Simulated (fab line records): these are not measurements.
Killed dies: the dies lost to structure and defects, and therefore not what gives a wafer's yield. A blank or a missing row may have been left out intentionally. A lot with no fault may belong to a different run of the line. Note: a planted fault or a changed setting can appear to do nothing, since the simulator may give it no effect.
What tool caused it? ; flow sky130 ; Sampling: 12 lots, 36 wafers, 3 of 708 route steps

## WHAT THE GAUGES SHOWED, per wafer
SKY_SD_N_CD_MEAS_07: the cd target is 380 nm. Usual: cd-nm at 380.5 nm, with a standard deviation of 2.5.
lot;measured;on;cd-nm (nm);flag
L214;day 28 05:12;cd-sem-01;375.8 376.1 376.0;
L215;day 29 03:42;cd-sem-02;383.0 382.8 382.4;
L218;day 29 18:22;cd-sem-01;384.1 381.4 383.4;
L219;day 30 07:20;cd-sem-02;383.2 382.0 387.3;
L225;day 32 03:28;cd-sem-02;385.5 386.0 383.2;
L229;day 33 10:55;cd-sem-01;379.0 378.6 378.1;
L230;day 33 17:58;cd-sem-02;380.3 380.0 380.4;
L231;day 33 22:53;cd-sem-01;379.5 380.2 380.8;
L232;day 34 05:30;cd-sem-01;378.8 381.1 381.7;
L233;day 34 12:50;cd-sem-02;377.0 379.3 381.4;
L235;day 35 01:06;cd-sem-02;382.5 380.3 380.5;
L236;day 35 10:34;cd-sem-02;382.3 382.9 380.9;

## EACH LOT AND THE TOOL THAT RAN IT (in order: tool; ch and the chambers of the sampled wafers; start)
lot;SKY_LDD_HVN_EXPOSE_04;SKY_POLY_CUT_STRIP_12
L214;iline-stepper-01 ch 0, day 19 21:58;plasma-asher-01 ch 0,1, day 24 12:19
L215;iline-stepper-02 ch 0, day 20 22:14;plasma-asher-03 ch 0,1, day 25 11:43
L218;iline-stepper-01 ch 0, day 21 17:16;plasma-asher-04 ch 0,1, day 26 04:32
L219;iline-stepper-02 ch 0, day 22 05:41;plasma-asher-04 ch 0,1, day 26 17:22
L225;iline-stepper-01 ch 0, day 24 07:23;plasma-asher-03 ch 0,1, day 28 16:21
L229;iline-stepper-01 ch 0, day 25 14:28;plasma-asher-04 ch 0,1, day 29 22:07
L230;iline-stepper-02 ch 0, day 26 02:52;plasma-asher-04 ch 0,1, day 30 10:35
L231;iline-stepper-01 ch 0, day 26 05:37;plasma-asher-04 ch 0,1, day 30 13:00
L232;iline-stepper-02 ch 0, day 26 15:08;plasma-asher-04 ch 0,1, day 30 21:15
L233;iline-stepper-02 ch 0, day 26 20:35;plasma-asher-04 ch 0,1, day 31 01:12
L235;iline-stepper-02 ch 0, day 27 13:21;plasma-asher-01 ch 0,1, day 31 17:53
L236;iline-stepper-02 ch 0, day 27 23:27;plasma-asher-04 ch 0,1, day 32 03:20
- SKY_LDD_HVN_EXPOSE_04: exposes mask HVNTM, target cd 700 nm.
- SKY_POLY_CUT_STRIP_12: strips in O2/N2.

## WHAT THE TOOLS THEMSELVES READ (means of the sampled wafers that have a number; where no wafer has one, the mark that the record gives instead)
SKY_LDD_HVN_EXPOSE_04. Usual: reticle-temp-C at 23.00 C, with a standard deviation of 0.1.
lot;tool;reticle-temp-C (C);flag
L214;iline-stepper-01;23.07;
L215;iline-stepper-02;23.03;
L218;iline-stepper-01;23.10;
L219;iline-stepper-02;22.98;
L225;iline-stepper-01;23.13;
L229;iline-stepper-01;22.94;
L230;iline-stepper-02;22.99;
L231;iline-stepper-01;23.04;
L232;iline-stepper-02;23.18;
L233;iline-stepper-02;22.94;
L235;iline-stepper-02;23.13;
L236;iline-stepper-02;23.05;

SKY_POLY_CUT_STRIP_12. Usual: drypump-motor-current-A 5.32 A, standard deviation 0.26; oes-product-au 0.452 a.u., standard deviation 0.0052; strip-time-to-endpoint-s 5.356 s, standard deviation 0.016.
lot;tool;drypump-motor-current-A (A);oes-product-au (a.u.);strip-time-to-endpoint-s (s);flag
L214;plasma-asher-01;5.04;0.451;5.354;
L215;plasma-asher-03;5.67;0.456;5.359;
L218;plasma-asher-04;5.27;0.447;5.358;
L219;plasma-asher-04;5.25;0.456;5.368;
L225;plasma-asher-03;5.62;0.452;5.373;
L229;plasma-asher-04;5.29;0.454;5.340;
L230;plasma-asher-04;5.28;0.451;5.363;
L231;plasma-asher-04;5.20;0.453;5.370;
L232;plasma-asher-04;5.18;0.452;5.349;
L233;plasma-asher-04;5.18;0.454;5.351;
L235;plasma-asher-01;5.07;0.453;5.367;
L236;plasma-asher-04;5.20;0.446;5.336;

## THE ANSWER, worked out from the rows above alone
Rule: lot off if the mean of its wafers having a number is beyond 3 standard deviations from the usual mean. Also off: a lot with no number at a reading for which 4 or more lots have one. Any other lot the step has rows for is counted as sound. The gauges are gone through in route order, then the tools' own readings, and for those a lot's mean is taken as printed above. At the first step where some lot is off, the reading lying furthest off is the one used; lots without a number count as furthest.
No lot is off at any reading shown: from this, nothing can be told.

## WHAT THE SIMULATOR HAD INSERTED
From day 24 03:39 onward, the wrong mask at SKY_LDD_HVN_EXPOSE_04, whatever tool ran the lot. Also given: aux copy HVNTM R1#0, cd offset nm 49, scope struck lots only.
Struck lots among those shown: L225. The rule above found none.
